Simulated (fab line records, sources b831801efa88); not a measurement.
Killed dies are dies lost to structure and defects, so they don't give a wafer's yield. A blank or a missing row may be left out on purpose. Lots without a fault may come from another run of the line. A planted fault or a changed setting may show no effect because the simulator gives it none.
One fault seen from 2 desks | flow gf180mcu | each desk has only its own numbers; what lay behind them comes last

THE METROLOGY DESK
What the gauges read, lot by lot, whatever tool the lot ran on: means of the sampled wafers that have a number. A lot is out of limits, marked OUT, if its mean lies more than 4 standard deviations from the usual mean; the brackets give that distance.
Columns: A = V5_CVD_02_THK at GF_V5_THK_MEAS_03, usual 1445 nm; B = cd_nm at GF_V5_CD_MEAS_14, usual 260.1 nm; C = PASSIVATION_CVD_00_THK at GF_PASSIVATION_THK_MEAS_01, usual 998 nm
lot  | first seen here | A    | B     | C
L595 | day 26 02:36    | 1433 | 259.5 | 985
L597 | day 27 02:21    | 1442 | 261.6 | 993
L596 | day 27 02:43    | 1435 | 261.1 | 989
L604 | day 29 04:35    | 1426 | 261.0 | 1019
L607 | day 30 01:44    | 1432 | 262.1 | 1012
L609 | day 30 14:36    | 1450 | 259.7 | 1021
L612 | day 31 11:56    | 1461 | 259.0 | 1009
L614 | day 32 03:50    | 1434 | 261.7 | 995
L615 | day 32 06:43    | 1463 | 258.7 | 995
L616 | day 32 08:28    | 1449 | 259.4 | 1004
L617 | day 32 11:23    | 1443 | 260.1 | 991
L618 | day 32 20:10    | 1449 | 260.5 | 993
This desk's finding: nothing out of limits on any of the 12 lots.

THE TOOL OWNER'S DESK: pecvd-02
The tool's own readings at GF_PASSIVATION_CVD_00 (deposits SiO2 from TEOS, target thk 1000 nm, time 111.95 s): means of the sampled wafers that have a number, for each lot that ran on this tool. A lot is out of limits, marked OUT, if its mean lies more than 4 standard deviations from the usual mean; the brackets give that distance.
Columns: A = heater_power_w at GF_PASSIVATION_CVD_00, usual 629 W; B = rf_fwd_power_W at GF_PASSIVATION_CVD_00, usual 596.4 W; C = run_length_s at GF_PASSIVATION_CVD_00, usual 139.7 s
lot  | first seen here | A   | B     | C
L597 | day 28 19:59    | 665 | 594.7 | 139.7
L596 | day 28 20:48    | 624 | 597.1 | 139.9
L604 | day 30 21:20    | 625 | 597.2 | 142.9 (+7.7) OUT
This desk's finding: out of limits on L604; first on L604, day 30 21:20 (run_length_s at GF_PASSIVATION_CVD_00). In limits: L597, L596.

PUT TOGETHER
The tool owner's desk could have raised an alarm at day 30 21:20, on L604.
The metrology desk saw nothing out of limits.
The metrology desk has L604 on record, within its limits.
Of the lots named, all ran GF_PASSIVATION_CVD_00 on pecvd-02.

WHAT THE SIMULATOR HAD PUT IN
Process parameter drift: pecvd-02, from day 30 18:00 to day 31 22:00, at GF_PASSIVATION_CVD_00. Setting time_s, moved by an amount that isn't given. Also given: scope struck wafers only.
Lots struck among those shown: L604.
Hours from the fault's start to each desk's first reading out of limits: the tool owner's desk, 3.
